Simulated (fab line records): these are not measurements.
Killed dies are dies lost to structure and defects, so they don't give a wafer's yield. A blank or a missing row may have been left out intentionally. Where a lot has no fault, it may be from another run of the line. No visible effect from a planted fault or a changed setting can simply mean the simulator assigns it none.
A single fault, viewed from 2 desks :: flow gf180mcu :: numbers are kept per desk, each desk with only its own; the story behind them comes last

## METROLOGY DESK
What the gauges read, lot by lot, whatever tool the lot ran on: means of the sampled wafers that have a number. If a lot's mean is further than 4 standard deviations from the usual mean, the lot is out of limits and carries the mark OUT (the distance appears in the brackets).
Columns: A = HV_LDD_CVD_54_THK at GF_HV_LDD_THK_MEAS_55, usual 10.02 nm; B = SALICIDE_TIN_THK at GF_SALICIDE_THK_MEAS_05, usual 19.83 nm; C = CONTACT_CVD_02_THK at GF_CONTACT_THK_MEAS_03, usual 860 nm
lot: L313
first seen here: day 12 10:04
A: 10.32
B: 19.92
C: 876

lot: L314
first seen here: day 12 18:43
A: 9.79
B: 19.95
C: 864

lot: L315
first seen here: day 13 13:11
A: 10.28
B: 19.47
C: 865

lot: L316
first seen here: day 13 22:14
A: 9.83
B: 19.30
C: 866

lot: L317
first seen here: day 13 22:20
A: 10.02
B: 19.75
C: 856

lot: L318
first seen here: day 14 03:35
A: 10.03
B: 20.00
C: 882

lot: L319
first seen here: day 14 08:33
A: 9.82
B: 19.66
C: 846

lot: L326
first seen here: day 16 19:01
A: 9.93
B: 19.96
C: 858

lot: L327
first seen here: day 17 02:38
A: 10.03
B: 19.79
C: 860

lot: L331
first seen here: day 18 16:53
A: 9.79
B: 19.63
C: 857

lot: L332
first seen here: day 18 23:19
A: 10.04
B: 19.93
C: 860

lot: L333
first seen here: day 19 06:32
A: 9.90
B: 20.06
C: 868

lot: L335
first seen here: day 19 17:56
A: 9.88
B: 20.05
C: 864

lot: L336
first seen here: day 20 11:14
A: 10.02
B: 19.75
C: 859
Finding of this desk: none of the 14 lots has anything out of limits.

## DESK OF THE TOOL OWNER: rieDiel-01
The tool's own readings at GF_SAB_ETCH_11 (etches SiO2 in C4F8/O2/Ar, target depth 55 nm, time 8.5 s): means of the sampled wafers that have a number, for each lot that ran on this tool. If a lot's mean is further than 4 standard deviations from the usual mean, the lot is out of limits and carries the mark OUT (the distance appears in the brackets).
Columns: A = oesProductAu at GF_SAB_ETCH_11, usual 0.999 a.u.
lot: L315
first seen here: day 16 06:10
A: 0.994

lot: L326
first seen here: day 19 21:57
A: 0.910 (-13) OUT

lot: L327
first seen here: day 20 05:49
A: 0.904 (-14) OUT

lot: L335
first seen here: day 22 18:59
A: 1.003

lot: L336
first seen here: day 23 14:28
A: 0.995
This desk finds L326, L327 out of limits, L326 being first, at day 19 21:57 (oesProductAu at GF_SAB_ETCH_11). In limits: L315, L335, L336.

## BROUGHT TOGETHER
On L326, L327, at day 19 21:57, an alarm was possible from the tool owner's desk.
From the metrology desk's view, nothing was out of limits.
The metrology desk holds a record of L326, L327, inside its limits.
On rieDiel-01, each named lot ran GF_SAB_ETCH_11.

## WHAT HAD BEEN PUT IN BY THE SIMULATOR
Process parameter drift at GF_SAB_ETCH_11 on rieDiel-01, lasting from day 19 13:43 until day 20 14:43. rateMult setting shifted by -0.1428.
Lots struck among those shown: L326, L327.
Hours from the fault's start to each desk's first reading out of limits: the tool owner's desk, 8.
